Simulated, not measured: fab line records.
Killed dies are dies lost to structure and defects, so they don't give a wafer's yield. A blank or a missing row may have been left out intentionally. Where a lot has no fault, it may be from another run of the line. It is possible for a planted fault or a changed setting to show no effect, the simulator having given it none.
What tool caused it? / flow gf180mcu / 12 lots with 36 wafers sampled at 6 steps, on a route of 602 steps

== WHAT THE GAUGES SHOWED, per wafer ==
GF_STI_BOW_MEAS_00.
lot=L188; measured=day 1 15:01; on=filmMetro-02; INCOMING_BOW (um)=4 4 -5
lot=L189; measured=day 1 20:04; on=filmMetro-01; INCOMING_BOW (um)=1 -9 1
lot=L190; measured=day 2 01:01; on=filmMetro-03; INCOMING_BOW (um)=-1 -7 0
lot=L192; measured=day 2 11:00; on=filmMetro-02; INCOMING_BOW (um)=-8 -9 -2
lot=L194; measured=day 2 21:01; on=filmMetro-03; INCOMING_BOW (um)=8 -6 -4
lot=L195; measured=day 3 02:00; on=filmMetro-01; INCOMING_BOW (um)=11 -7 5
lot=L196; measured=day 3 07:01; on=filmMetro-03; INCOMING_BOW (um)=-7 -25 8
lot=L199; measured=day 3 22:02; on=filmMetro-02; INCOMING_BOW (um)=6 3 2
lot=L202; measured=day 4 13:00; on=filmMetro-01; INCOMING_BOW (um)=1 -3 1
lot=L205; measured=day 5 04:01; on=filmMetro-03; INCOMING_BOW (um)=-6 -13 3
lot=L209; measured=day 6 00:01; on=filmMetro-03; INCOMING_BOW (um)=6 6 -1
lot=L210; measured=day 6 05:01; on=filmMetro-02; INCOMING_BOW (um)=3 6 6

GF_STI_CD_MEAS_12: the cd target is 220 nm.
lot=L188; measured=day 2 06:32; on=cdSem-01; cdNm (nm)=219.5 220.3 220.1
lot=L189; measured=day 2 12:55; on=cdSem-01; cdNm (nm)=221.0 220.6 220.8
lot=L190; measured=day 2 16:58; on=cdSem-02; cdNm (nm)=221.1 222.1 221.6
lot=L192; measured=day 3 03:09; on=cdSem-02; cdNm (nm)=220.8 221.1 221.4
lot=L194; measured=day 3 13:22; on=cdSem-02; cdNm (nm)=218.5 218.8 219.3
lot=L195; measured=day 3 18:40; on=cdSem-02; cdNm (nm)=218.7 217.9 218.8
lot=L196; measured=day 3 23:02; on=cdSem-01; cdNm (nm)=221.5 220.6 219.8
lot=L199; measured=day 4 15:42; on=cdSem-02; cdNm (nm)=219.2 218.8 219.1
lot=L202; measured=day 5 06:32; on=cdSem-02; cdNm (nm)=221.0 220.9 220.0
lot=L205; measured=day 5 22:15; on=cdSem-01; cdNm (nm)=219.1 221.7 219.6
lot=L209; measured=day 6 18:32; on=cdSem-02; cdNm (nm)=220.0 220.7 220.6
lot=L210; measured=day 7 01:12; on=cdSem-01; cdNm (nm)=219.7 220.4 220.2

GF_HV_LDD_CD_MEAS_31: the cd target is 400 nm.
lot=L188; measured=day 11 19:04; on=cdSem-02; cdNm (nm)=399.8 400.0 400.9
lot=L189; measured=day 12 07:10; on=cdSem-02; cdNm (nm)=400.1 401.3 400.4
lot=L190; measured=day 12 11:04; on=cdSem-02; cdNm (nm)=398.3 398.8 397.9
lot=L192; measured=day 13 05:04; on=cdSem-01; cdNm (nm)=401.2 400.8 400.3
lot=L194; measured=day 13 22:44; on=cdSem-02; cdNm (nm)=400.6 400.2 397.8
lot=L195; measured=day 14 02:06; on=cdSem-01; cdNm (nm)=399.9 400.1 397.2
lot=L196; measured=day 14 07:29; on=cdSem-01; cdNm (nm)=399.4 395.5 396.3
lot=L199; measured=day 15 11:41; on=cdSem-02; cdNm (nm)=399.0 400.2 397.2
lot=L202; measured=day 16 10:15; on=cdSem-02; cdNm (nm)=396.4 394.9 395.8
lot=L205; measured=day 17 09:14; on=cdSem-02; cdNm (nm)=400.3 399.8 397.9
lot=L209; measured=day 18 16:13; on=cdSem-02; cdNm (nm)=- - -
lot=L210; measured=day 19 08:46; on=cdSem-01; cdNm (nm)=402.9 401.4 400.7

GF_HV_LDD_TW_MEAS_38.
lot=L188; measured=day 11 19:55; on=filmMetro-01; HV_LDD_3_TW=1460 1454 1462
lot=L189; measured=day 12 07:59; on=filmMetro-03; HV_LDD_3_TW=1439 1433 1437
lot=L190; measured=day 12 11:55; on=filmMetro-04; HV_LDD_3_TW=1440 1446 1443
lot=L192; measured=day 13 05:55; on=filmMetro-04; HV_LDD_3_TW=1453 1448 1447
lot=L194; measured=day 13 23:35; on=filmMetro-01; HV_LDD_3_TW=1452 1455 1451
lot=L195; measured=day 14 02:57; on=filmMetro-04; HV_LDD_3_TW=1450 1450 1445
lot=L196; measured=day 14 08:20; on=filmMetro-01; HV_LDD_3_TW=1446 1462 1458
lot=L199; measured=day 15 12:31; on=filmMetro-01; HV_LDD_3_TW=1458 1453 1454
lot=L202; measured=day 16 11:06; on=filmMetro-01; HV_LDD_3_TW=1449 1453 1457
lot=L205; measured=day 17 10:05; on=filmMetro-04; HV_LDD_3_TW=1453 1448 1443
lot=L209; measured=day 18 17:08; on=filmMetro-03; HV_LDD_3_TW=30 30 30
lot=L210; measured=day 19 09:37; on=filmMetro-01; HV_LDD_3_TW=1465 1456 1455

GF_HV_LDD_TW_MEAS_50.
lot=L188; measured=day 12 15:04; on=filmMetro-03; HV_LDD_4_TW=574.3 569.5 572.1
lot=L189; measured=day 13 03:18; on=filmMetro-03; HV_LDD_4_TW=575.3 569.9 577.7
lot=L190; measured=day 13 07:34; on=filmMetro-03; HV_LDD_4_TW=576.8 574.5 577.1
lot=L192; measured=day 14 02:12; on=filmMetro-04; HV_LDD_4_TW=575.1 578.4 574.3
lot=L194; measured=day 14 20:05; on=filmMetro-04; HV_LDD_4_TW=574.4 576.2 572.7
lot=L195; measured=day 14 23:52; on=filmMetro-04; HV_LDD_4_TW=575.2 574.6 575.0
lot=L196; measured=day 15 05:49; on=filmMetro-01; HV_LDD_4_TW=571.8 576.8 578.8
lot=L199; measured=day 16 10:02; on=filmMetro-04; HV_LDD_4_TW=574.3 574.9 575.9
lot=L202; measured=day 17 09:55; on=filmMetro-03; HV_LDD_4_TW=576.2 573.3 576.2
lot=L205; measured=day 18 10:16; on=filmMetro-01; HV_LDD_4_TW=573.5 572.4 574.0
lot=L209; measured=day 19 17:34; on=filmMetro-04; HV_LDD_4_TW=1478.1 1481.7 1479.9
lot=L210; measured=day 20 10:25; on=filmMetro-04; HV_LDD_4_TW=576.3 576.4 576.6

== EACH LOT AND THE TOOL THAT RAN IT (in order: tool; ch and the chambers of the sampled wafers; start) ==
lot=L188; GF_HV_LDD_EXPOSE_28=ilineStepper-01 ch 0, day 11 10:20
lot=L189; GF_HV_LDD_EXPOSE_28=ilineStepper-02 ch 0, day 11 21:24
lot=L190; GF_HV_LDD_EXPOSE_28=ilineStepper-01 ch 0, day 12 01:59
lot=L192; GF_HV_LDD_EXPOSE_28=ilineStepper-01 ch 0, day 12 18:58
lot=L194; GF_HV_LDD_EXPOSE_28=ilineStepper-01 ch 0, day 13 12:35
lot=L195; GF_HV_LDD_EXPOSE_28=ilineStepper-02 ch 0, day 13 16:05
lot=L196; GF_HV_LDD_EXPOSE_28=ilineStepper-01 ch 0, day 13 21:16
lot=L199; GF_HV_LDD_EXPOSE_28=ilineStepper-01 ch 0, day 15 01:22
lot=L202; GF_HV_LDD_EXPOSE_28=ilineStepper-01 ch 0, day 15 23:38
lot=L205; GF_HV_LDD_EXPOSE_28=ilineStepper-02 ch 0, day 16 22:08
lot=L209; GF_HV_LDD_EXPOSE_28=ilineStepper-02 ch 0, day 18 04:23
lot=L210; GF_HV_LDD_EXPOSE_28=ilineStepper-02 ch 0, day 18 20:49
- GF_HV_LDD_EXPOSE_28: exposes mask Nplus HV AREA, target cd 400 nm.

== AS READ BY THE TOOLS THEMSELVES (means over the sampled wafers that have a number; for cases with no such wafer, the mark the record gives instead) ==
GF_HV_LDD_EXPOSE_28.
lot=L188; tool=ilineStepper-01; exposureDoseMJCm2=140.02; focusOffsetNm (nm)=-0.3
lot=L189; tool=ilineStepper-02; exposureDoseMJCm2=140.12; focusOffsetNm (nm)=-0.1
lot=L190; tool=ilineStepper-01; exposureDoseMJCm2=139.85; focusOffsetNm (nm)=0.3
lot=L192; tool=ilineStepper-01; exposureDoseMJCm2=140.06; focusOffsetNm (nm)=-0.9
lot=L194; tool=ilineStepper-01; exposureDoseMJCm2=139.99; focusOffsetNm (nm)=-0.2
lot=L195; tool=ilineStepper-02; exposureDoseMJCm2=140.00; focusOffsetNm (nm)=0.1
lot=L196; tool=ilineStepper-01; exposureDoseMJCm2=139.94; focusOffsetNm (nm)=0.2
lot=L199; tool=ilineStepper-01; exposureDoseMJCm2=139.87; focusOffsetNm (nm)=0.0
lot=L202; tool=ilineStepper-01; exposureDoseMJCm2=140.00; focusOffsetNm (nm)=0.8
lot=L205; tool=ilineStepper-02; exposureDoseMJCm2=139.89; focusOffsetNm (nm)=0.0
lot=L209; tool=ilineStepper-02; exposureDoseMJCm2=139.78; focusOffsetNm (nm)=0.4
lot=L210; tool=ilineStepper-02; exposureDoseMJCm2=140.03; focusOffsetNm (nm)=-0.0

== THE ANSWER, worked out from the rows above alone ==
Rule: the usual values come from the lots themselves. Put in order of their means at a reading, lots are off if they are a third of the lots or fewer, leave a main group of 4 or more, and stand apart from it by a gap of 3 or more times the standard deviation of the main group's means; of several such gaps the widest counts. The tables above print the reading to a certain number of digits; a main group whose means all agree to those digits is not used. Also off: a lot with no number at a reading for which 4 or more lots have one. Where the step has rows for the other lots, those lots are counted as sound. First the gauges in route order, then the tools' own readings, where a lot's mean is used as printed above. At the first step where some lot is off, the reading lying furthest off is the one used; lots without a number count as furthest.
Off: L209, at GF_HV_LDD_CD_MEAS_31 (cdNm). Without a number there: L209. For the main group the mean is 399.2 nm and the standard deviation 1.6.
If a tool, at a process step before that reading, ran all the lots that are off and no sound lot after the first of them, it fits. Not tried: the gauges at GF_HV_LDD_CD_MEAS_31; whatever is off there is also off at GF_HV_LDD_TW_MEAS_38, on other tools, and gauge error can't account for it. Not one of the candidates tried fits.

== WHAT THE SIMULATOR HAD INSERTED ==
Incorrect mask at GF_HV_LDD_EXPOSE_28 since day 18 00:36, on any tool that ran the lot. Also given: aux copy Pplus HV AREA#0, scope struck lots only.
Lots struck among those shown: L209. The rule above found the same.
